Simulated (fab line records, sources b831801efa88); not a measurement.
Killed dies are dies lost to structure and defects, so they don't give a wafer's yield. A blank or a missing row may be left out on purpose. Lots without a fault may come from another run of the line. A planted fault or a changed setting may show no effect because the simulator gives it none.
Which tool did it? | flow gf180mcu | 12 lots, 36 wafers sampled, at 4 steps of a route of 602

WHAT THE GAUGES READ, wafer by wafer
GF_PASSIVATION_THK_MEAS_01.
lot  | measured     | on            | PASSIVATION_CVD_00_THK (nm)
L201 | day 28 07:56 | film_metro-01 | 1001 1000 1004
L200 | day 28 10:48 | film_metro-01 | 997 997 994
L202 | day 28 22:56 | film_metro-04 | 979 989 990
L205 | day 29 17:56 | film_metro-02 | 985 988 1000
L213 | day 31 16:04 | film_metro-02 | 989 1002 1008
L216 | day 32 18:49 | film_metro-01 | 1002 1007 996
L217 | day 32 21:09 | film_metro-02 | 991 984 996
L218 | day 33 01:55 | film_metro-04 | 981 993 1009
L220 | day 33 14:19 | film_metro-01 | 989 987 1007
L221 | day 33 19:12 | film_metro-04 | 986 990 987
L222 | day 33 22:58 | film_metro-04 | 1003 1024 1003
L223 | day 34 09:47 | film_metro-04 | 989 998 1001

WHICH TOOL RAN EACH LOT (tool, then ch and the chambers of the sampled wafers, then the start)
lot  | GF_V4_ETCH_16                      | GF_V4_SPUTTER_22             | GF_TOP_METAL_SPUTTER_01
L201 | rie_diel-04 ch 0,2,3, day 24 14:49 | pvd_sputter-03, day 24 15:34 | pvd_sputter-01, day 27 10:55
L200 | rie_diel-01 ch 0,1, day 24 17:40   | pvd_sputter-01, day 24 18:23 | pvd_sputter-01, day 27 14:05
L202 | rie_diel-01 ch 1,2, day 25 01:49   | pvd_sputter-04, day 25 02:33 | pvd_sputter-02, day 27 22:01
L205 | rie_diel-04 ch 2,3, day 26 01:02   | pvd_sputter-04, day 26 01:50 | pvd_sputter-01, day 28 23:20
L213 | rie_diel-04 ch 1,2,3, day 28 09:38 | pvd_sputter-04, day 28 10:22 | pvd_sputter-02, day 30 21:13
L216 | rie_diel-01 ch 1,2,3, day 29 16:19 | pvd_sputter-04, day 29 17:05 | pvd_sputter-04, day 32 01:46
L217 | rie_diel-02 ch 0,2,3, day 29 18:16 | pvd_sputter-04, day 29 19:00 | pvd_sputter-04, day 32 04:29
L218 | rie_diel-02 ch 0,2,3, day 29 23:01 | pvd_sputter-01, day 29 23:49 | pvd_sputter-01, day 32 08:34
L220 | rie_diel-01 ch 0,3, day 30 14:07   | pvd_sputter-04, day 30 14:51 | pvd_sputter-04, day 32 21:33
L221 | rie_diel-02 ch 0,2, day 30 18:19   | pvd_sputter-04, day 30 19:03 | pvd_sputter-01, day 33 02:20
L222 | rie_diel-02 ch 0,1, day 31 00:02   | pvd_sputter-04, day 31 00:46 | pvd_sputter-01, day 33 07:13
L223 | rie_diel-01 ch 0,3, day 31 10:20   | pvd_sputter-04, day 31 11:04 | pvd_sputter-01, day 33 17:14
- GF_V4_ETCH_16: etches BARC in N2/H2.
- GF_V4_SPUTTER_22: material TiN, target thk 10 nm, time 40 s.
- GF_TOP_METAL_SPUTTER_01: material TiN, target thk 30 nm, time 25 s.

WHAT THE TOOLS THEMSELVES READ (means of the sampled wafers that have a number; where no wafer has one, the mark that the record gives instead)
GF_V4_ETCH_16.
lot  | tool        | drypump_motor_current_A (A) | h2_flow_sccm (sccm) | oes_product_au (a.u.) | throttle_valve_pct (%)
L201 | rie_diel-04 | 6.1                         | 200.3               | 0.854                 | 13.224
L200 | rie_diel-01 | 5.9                         | 199.6               | 0.853                 | 13.224
L202 | rie_diel-01 | 6.4                         | 200.6               | 0.852                 | 13.220
L205 | rie_diel-04 | 5.6                         | 200.2               | 0.857                 | 13.220
L213 | rie_diel-04 | 5.9                         | 199.6               | 0.852                 | 13.231
L216 | rie_diel-01 | 6.5                         | 200.2               | 0.855                 | 13.222
L217 | rie_diel-02 | 5.8                         | 200.0               | 0.852                 | 13.228
L218 | rie_diel-02 | 5.8                         | 200.0               | 0.854                 | 13.222
L220 | rie_diel-01 | 6.1                         | 199.6               | 0.853                 | 13.224
L221 | rie_diel-02 | 6.0                         | 200.2               | 0.854                 | 13.229
L222 | rie_diel-02 | 5.8                         | 200.2               | 0.856                 | 13.229
L223 | rie_diel-01 | 6.1                         | 200.2               | 0.852                 | 13.227

GF_V4_SPUTTER_22.
lot  | tool           | chamber_pressure_pa (Pa) | throttle_valve_pct (%)
L201 | pvd_sputter-03 | 4.995                    | 30.9
L200 | pvd_sputter-01 | 5.006                    | 30.3
L202 | pvd_sputter-04 | 4.997                    | 30.2
L205 | pvd_sputter-04 | 4.997                    | 30.6
L213 | pvd_sputter-04 | 4.994                    | 30.9
L216 | pvd_sputter-04 | 4.994                    | 30.0
L217 | pvd_sputter-04 | 4.998                    | 30.6
L218 | pvd_sputter-01 | 4.996                    | 29.7
L220 | pvd_sputter-04 | 4.997                    | 30.3
L221 | pvd_sputter-04 | 5.002                    | 29.9
L222 | pvd_sputter-04 | 5.004                    | 30.0
L223 | pvd_sputter-04 | 4.994                    | 30.8

GF_TOP_METAL_SPUTTER_01.
lot  | tool           | chamber_pressure_pa (Pa) | throttle_valve_pct (%)
L201 | pvd_sputter-01 | 0.3998                   | 29.9
L200 | pvd_sputter-01 | 0.4005                   | 30.1
L202 | pvd_sputter-02 | 0.4002                   | 30.1
L205 | pvd_sputter-01 | 0.3993                   | 29.6
L213 | pvd_sputter-02 | 0.3953                   | 29.8
L216 | pvd_sputter-04 | 0.3994                   | 30.0
L217 | pvd_sputter-04 | 0.4005                   | 30.0
L218 | pvd_sputter-01 | 0.4005                   | 29.5
L220 | pvd_sputter-04 | 0.3996                   | 30.6
L221 | pvd_sputter-01 | 0.3996                   | 29.9
L222 | pvd_sputter-01 | 0.3999                   | 29.6
L223 | pvd_sputter-01 | 0.3995                   | 29.9

THE ANSWER, worked out from the rows above alone
Rule: what is usual is taken from the lots themselves. Put in order of their means at a reading, lots are off if they are a third of the lots or fewer, leave a main group of 4 or more, and stand apart from it by a gap of 3 or more times the standard deviation of the main group's means; of several such gaps the widest counts. A main group whose means are all the same, to the digits that the tables above print for the reading, isn't used. A lot without any number at a reading at which 4 lots or more have one is off too. The other lots that the step has rows for count as sound. The gauges are gone through in route order, then the tools' own readings, and for those a lot's mean is taken as printed above. The first step at which some lot is off is used, and at that step the reading that is off furthest; a lot without a number counts as furthest.
Off: L213, at GF_TOP_METAL_SPUTTER_01 (chamber_pressure_pa). The main group: mean 0.3999 Pa, standard deviation 0.00044.
A tool fits if, at that step or a process step before it, it ran every lot that is off, and no sound lot after the first of them. Can't be told from this: 2 tools fit, rie_diel-04 at GF_V4_ETCH_16, pvd_sputter-02 at GF_TOP_METAL_SPUTTER_01.

WHAT THE SIMULATOR HAD PUT IN
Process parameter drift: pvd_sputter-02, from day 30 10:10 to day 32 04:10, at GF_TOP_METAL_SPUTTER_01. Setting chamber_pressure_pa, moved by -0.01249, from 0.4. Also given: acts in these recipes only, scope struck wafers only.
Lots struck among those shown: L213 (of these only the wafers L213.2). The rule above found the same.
